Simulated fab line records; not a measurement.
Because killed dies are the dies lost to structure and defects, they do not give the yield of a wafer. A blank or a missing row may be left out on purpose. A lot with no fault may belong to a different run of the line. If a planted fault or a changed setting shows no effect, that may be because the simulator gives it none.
The same fault as seen by 2 desks :: flow gf180mcu :: each desk has only its own numbers; what lay behind them comes last

## DESK OF THE TOOL OWNER: rie_diel-03
The tool's own readings at GF_V1_ETCH_16 (etches BARC in N2/H2): means of the sampled wafers that have a number, for each lot that ran on this tool. Any lot whose mean is over 4 standard deviations away from the usual mean is out of limits and marked OUT; that distance is given in the brackets.
Columns: A = drypump_motor_current_A at GF_V1_ETCH_16, usual 5.8 A; B = oes_product_au at GF_V1_ETCH_16, usual 0.854 a.u.; C = throttle_valve_pct at GF_V1_ETCH_16, usual 13.225 %
lot: L387
first seen here: day 19 18:34
A: 6.3
B: 0.851
C: 13.228

lot: L399
first seen here: day 24 01:28
A: 5.9
B: 0.794 (-13) OUT
C: 13.217

lot: L401
first seen here: day 24 15:28
A: 6.1
B: 0.800 (-12) OUT
C: 13.217
This desk finds L399, L401 out of limits, L399 being first, at day 24 01:28 (oes_product_au at GF_V1_ETCH_16). L387 stayed within limits.

## FROM THE METROLOGY DESK
What the gauges read, lot by lot, whatever tool the lot ran on: means of the sampled wafers that have a number. Any lot whose mean is over 4 standard deviations away from the usual mean is out of limits and marked OUT; that distance is given in the brackets. 7 of its 9 readings are shown: the first one out of limits and those lying furthest out on some lot.
Columns: A = V1_BOW at GF_V1_BOW_MEAS_05, usual 80 um; B = cd_nm at GF_V1_CD_MEAS_14, usual 259.8 nm; C = V1_OVL at GF_V1_OVL_MEAS_15, usual -4 nm; D = V1_W_RS at GF_V1_RS_MEAS_24, usual 0.327 ohm/sq; E = V1_W_THK at GF_V1_THK_MEAS_25, usual 351 nm; F = cd_nm at GF_M2_CD_MEAS_14, usual 280.3 nm; G = M2_OVL at GF_M2_OVL_MEAS_15, usual 1 nm
lot: L387
first seen here: day 18 17:59
A: 68
B: 259.0
C: -9
D: 0.323
E: 357
F: 279.4
G: -5

lot: L393
first seen here: day 21 03:33
A: 87
B: 259.9
C: 7
D: 0.325
E: 358
F: 282.3
G: -4

lot: L397
first seen here: day 22 14:32
A: 86
B: 261.4
C: -8
D: 0.326
E: 356
F: 278.3
G: 0

lot: L399
first seen here: day 23 02:26
A: 73
B: 258.9
C: -7
D: 0.324
E: 358
F: 284.6
G: 1

lot: L401
first seen here: day 23 17:00
A: 90
B: 259.2
C: -1
D: 0.323
E: 351
F: 288.2 (+5.6) OUT
G: 7

lot: L404
first seen here: day 25 04:13
A: 82
B: 259.8
C: -10
D: 0.327
E: 354
F: 278.7
G: 8
This desk finds L401 out of limits, L401 being first, at day 25 13:52 (cd_nm at GF_M2_CD_MEAS_14). L387, L393, L397, L399, L404 stayed within limits.

## TAKEN TOGETHER
At day 24 01:28, on L399, L401, the tool owner's desk was in a position to raise an alarm.
At day 25 13:52 the metrology desk could have sounded an alarm, on L401.
The metrology desk holds a record of L399, inside its limits.
On rie_diel-03, each named lot ran GF_V1_ETCH_16.

## WHAT THE SIMULATOR HAD PUT IN
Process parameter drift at GF_V1_ETCH_16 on rie_diel-03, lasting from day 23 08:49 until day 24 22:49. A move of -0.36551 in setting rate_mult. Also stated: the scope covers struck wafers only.
Shown lots that were struck: L399, L401.
Counting hours from when the fault started, the first reading out of limits came at 17 for the tool owner's desk and at 53 for the metrology desk.
